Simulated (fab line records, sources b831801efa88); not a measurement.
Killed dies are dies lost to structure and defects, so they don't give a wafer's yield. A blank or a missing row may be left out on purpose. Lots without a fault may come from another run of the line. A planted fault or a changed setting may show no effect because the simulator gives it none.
Which tool did it? | flow gf180mcu | 11 lots, 33 wafers sampled, at 6 steps of a route of 602

WHAT THE GAUGES READ, wafer by wafer
GF_V1_THK_MEAS_03.
lot  | measured     | on            | V1_CVD_02_THK (nm)
L731 | day 17 03:25 | film_metro-02 | 830 838 846
L734 | day 17 23:30 | film_metro-02 | 836 836 849
L738 | day 19 11:02 | film_metro-03 | 847 850 835
L739 | day 20 02:58 | film_metro-04 | 839 842 863
L740 | day 20 20:22 | film_metro-03 | 848 852 836
L743 | day 21 14:34 | film_metro-04 | 843 839 846
L744 | day 22 01:59 | film_metro-03 | 839 839 843
L746 | day 22 21:55 | film_metro-02 | 839 842 849
L748 | day 23 07:30 | film_metro-03 | 847 858 845
L747 | day 23 10:08 | film_metro-02 | 988 837 986
L749 | day 23 17:16 | film_metro-04 | 963 828 836

GF_V1_CD_MEAS_14: target cd 260 nm.
lot  | measured     | on        | cd_nm (nm)
L731 | day 18 03:34 | cd_sem-01 | 259.7 259.9 259.8
L734 | day 18 23:15 | cd_sem-02 | 259.0 260.4 259.9
L738 | day 20 12:07 | cd_sem-01 | 259.1 260.7 259.3
L739 | day 21 03:15 | cd_sem-01 | 262.1 261.4 261.3
L740 | day 21 20:34 | cd_sem-02 | 260.1 260.0 258.6
L743 | day 22 14:21 | cd_sem-02 | 258.5 258.8 258.1
L744 | day 23 01:52 | cd_sem-01 | 260.2 259.6 259.3
L746 | day 23 20:51 | cd_sem-01 | 261.8 260.3 260.1
L748 | day 24 07:00 | cd_sem-01 | 262.5 260.2 261.9
L747 | day 24 09:10 | cd_sem-02 | 261.6 262.0 262.3
L749 | day 24 16:00 | cd_sem-02 | 260.0 259.8 258.6

WHICH TOOL RAN EACH LOT (tool, then ch and the chambers of the sampled wafers, then the start)
lot  | GF_CONTACT_ETCH_17                            | GF_M1_SPUTTER_03             | GF_V1_CVD_02                    | GF_V1_CMP_04
L731 | rie_diel-03 ch 0,1,2, day 16 04:31 or earlier | pvd_sputter-01, day 16 04:31 | pecvd-02 ch 0,1,2, day 17 03:21 | cmp-01 ch 0,1,3, day 17 03:29
L734 | rie_diel-03 ch 0,1,3, day 16 22:58 or earlier | pvd_sputter-03, day 16 22:58 | pecvd-02 ch 1,2, day 17 23:26   | cmp-01 ch 0,1,3, day 17 23:34
L738 | rie_diel-03 ch 0,1,2, day 18 10:03 or earlier | pvd_sputter-02, day 18 10:03 | pecvd-02 ch 0,1,2, day 19 10:59 | cmp-02 ch 0,1,3, day 19 11:10
L739 | rie_diel-02 ch 0,1,2, day 19 01:31 or earlier | pvd_sputter-03, day 19 01:31 | pecvd-04 ch 1,2, day 20 02:53   | cmp-01 ch 0,2,3, day 20 03:15
L740 | rie_diel-01 ch 0,1, day 19 19:38 or earlier   | pvd_sputter-01, day 19 19:38 | pecvd-02 ch 0,1,2, day 20 20:17 | cmp-01 ch 0,1,2, day 20 20:33
L743 | rie_diel-03 ch 1,3, day 20 13:56 or earlier   | pvd_sputter-03, day 20 13:56 | pecvd-02 ch 0,1,2, day 21 14:30 | cmp-01 ch 0,2,3, day 21 14:41
L744 | rie_diel-01 ch 0,1,3, day 21 01:10 or earlier | pvd_sputter-01, day 21 01:10 | pecvd-02 ch 0,1,2, day 22 01:55 | cmp-01 ch 1,2,3, day 22 02:10
L746 | rie_diel-03 ch 0,1,2, day 21 20:56 or earlier | pvd_sputter-03, day 21 20:56 | pecvd-04 ch 0,1,2, day 22 21:51 | cmp-01 ch 0,2,3, day 22 22:15
L748 | rie_diel-01 ch 0,1,3, day 22 07:26 or earlier | pvd_sputter-01, day 22 07:26 | pecvd-01 ch 0,2, day 23 07:25   | cmp-02 ch 0,1,2, day 23 07:38
L747 | rie_diel-01 ch 1,2, day 22 10:34 or earlier   | pvd_sputter-02, day 22 10:34 | pecvd-02 ch 0,1,2, day 23 10:04 | cmp-01 ch 0,1, day 23 10:10
L749 | rie_diel-01 ch 0,1,3, day 22 17:25 or earlier | pvd_sputter-02, day 22 17:25 | pecvd-02 ch 0,1,2, day 23 17:11 | cmp-02 ch 0,1,2, day 23 17:19
- GF_CONTACT_ETCH_17: etches SiO2 in C4F8/O2/Ar, stops on CoSi2, target depth 860 nm.
- GF_M1_SPUTTER_03: material Ti, target thk 10 nm, time 6.7 s.
- GF_V1_CVD_02: deposits SiO2 from TEOS, target thk 850 nm, time 94.851 s.
- GF_V1_CMP_04: polishes SiO2.

WHAT THE TOOLS THEMSELVES READ (means of the sampled wafers that have a number; where no wafer has one, the mark that the record gives instead)
GF_CONTACT_ETCH_17.
lot  | tool        | oes_product_au (a.u.)
L731 | rie_diel-03 | 0.821
L734 | rie_diel-03 | 0.813
L738 | rie_diel-03 | 0.817
L739 | rie_diel-02 | 0.817
L740 | rie_diel-01 | 0.818
L743 | rie_diel-03 | 0.814
L744 | rie_diel-01 | 0.810
L746 | rie_diel-03 | 0.817
L748 | rie_diel-01 | 0.815
L747 | rie_diel-01 | 0.813
L749 | rie_diel-01 | 0.812

GF_M1_SPUTTER_03.
lot  | tool           | throttle_valve_pct (%)
L731 | pvd_sputter-01 | 30.5
L734 | pvd_sputter-03 | 29.1
L738 | pvd_sputter-02 | 28.9
L739 | pvd_sputter-03 | 29.4
L740 | pvd_sputter-01 | 30.1
L743 | pvd_sputter-03 | 29.6
L744 | pvd_sputter-01 | 30.7
L746 | pvd_sputter-03 | 29.1
L748 | pvd_sputter-01 | 30.5
L747 | pvd_sputter-02 | 30.4
L749 | pvd_sputter-02 | 29.3

GF_V1_CVD_02.
lot  | tool     | heater_power_w (W) | run_length_s (s)
L731 | pecvd-02 | 709                | 122.6
L734 | pecvd-02 | 772                | 122.9
L738 | pecvd-02 | 651                | 122.7
L739 | pecvd-04 | 648                | 122.6
L740 | pecvd-02 | 680                | 122.7
L743 | pecvd-02 | 702                | 122.6
L744 | pecvd-02 | 704                | 122.5
L746 | pecvd-04 | 668                | 122.5
L748 | pecvd-01 | 642                | 122.8
L747 | pecvd-02 | 745                | 133.6
L749 | pecvd-02 | 744                | 127.8

GF_V1_CMP_04.
lot  | tool   | edge_zone_pressure_frac | motor_current_A (A) | platen_rpm (rpm) | slurry_flow_ml_min | time_to_endpoint_s (s)
L731 | cmp-01 | 1.001                   | 11.9                | 59.97            | 150.6              | 71
L734 | cmp-01 | 1.000                   | 11.7                | 60.00            | 150.2              | 74
L738 | cmp-02 | 1.003                   | 11.0                | 60.01            | 149.8              | 76
L739 | cmp-01 | 1.002                   | 11.4                | 60.00            | 149.3              | 79
L740 | cmp-01 | 0.996                   | 11.4                | 60.01            | 150.1              | 74
L743 | cmp-01 | 1.001                   | 11.9                | 60.00            | 150.3              | 75
L744 | cmp-01 | 0.997                   | 11.2                | 59.98            | 149.9              | 74
L746 | cmp-01 | 1.000                   | 11.7                | 59.97            | 150.2              | 73
L748 | cmp-02 | 1.004                   | 11.2                | 60.01            | 150.3              | 85
L747 | cmp-01 | 1.002                   | 12.1                | 60.02            | 149.9              | 107
L749 | cmp-02 | 1.005                   | 11.1                | 60.01            | 150.1              | 98

THE ANSWER, worked out from the rows above alone
Rule: what is usual is taken from the lots themselves. Put in order of their means at a reading, lots are off if they are a third of the lots or fewer, leave a main group of 4 or more, and stand apart from it by a gap of 3 or more times the standard deviation of the main group's means; of several such gaps the widest counts. A main group whose means are all the same, to the digits that the tables above print for the reading, isn't used. A lot without any number at a reading at which 4 lots or more have one is off too. The other lots that the step has rows for count as sound. The gauges are gone through in route order, then the tools' own readings, and for those a lot's mean is taken as printed above. The first step at which some lot is off is used, and at that step the reading that is off furthest; a lot without a number counts as furthest.
Off: L747, L749, at GF_V1_THK_MEAS_03 (V1_CVD_02_THK). The main group: mean 844 nm, standard deviation 3.6.
A tool fits if, at a process step before that reading, it ran every lot that is off, and no sound lot after the first of them. The gauges at GF_V1_THK_MEAS_03 aren't tried: what is off there is off at GF_V1_CVD_02 too, on other tools, and a gauge's error can't cause that. GF_CONTACT_ETCH_17 gives no start for some lots, so the hours and the order of its lots are those of GF_M1_SPUTTER_03. Can't be told from this: 3 tools fit, rie_diel-01 at GF_CONTACT_ETCH_17, pvd_sputter-02 at GF_M1_SPUTTER_03, pecvd-02 at GF_V1_CVD_02.

WHAT THE SIMULATOR HAD PUT IN
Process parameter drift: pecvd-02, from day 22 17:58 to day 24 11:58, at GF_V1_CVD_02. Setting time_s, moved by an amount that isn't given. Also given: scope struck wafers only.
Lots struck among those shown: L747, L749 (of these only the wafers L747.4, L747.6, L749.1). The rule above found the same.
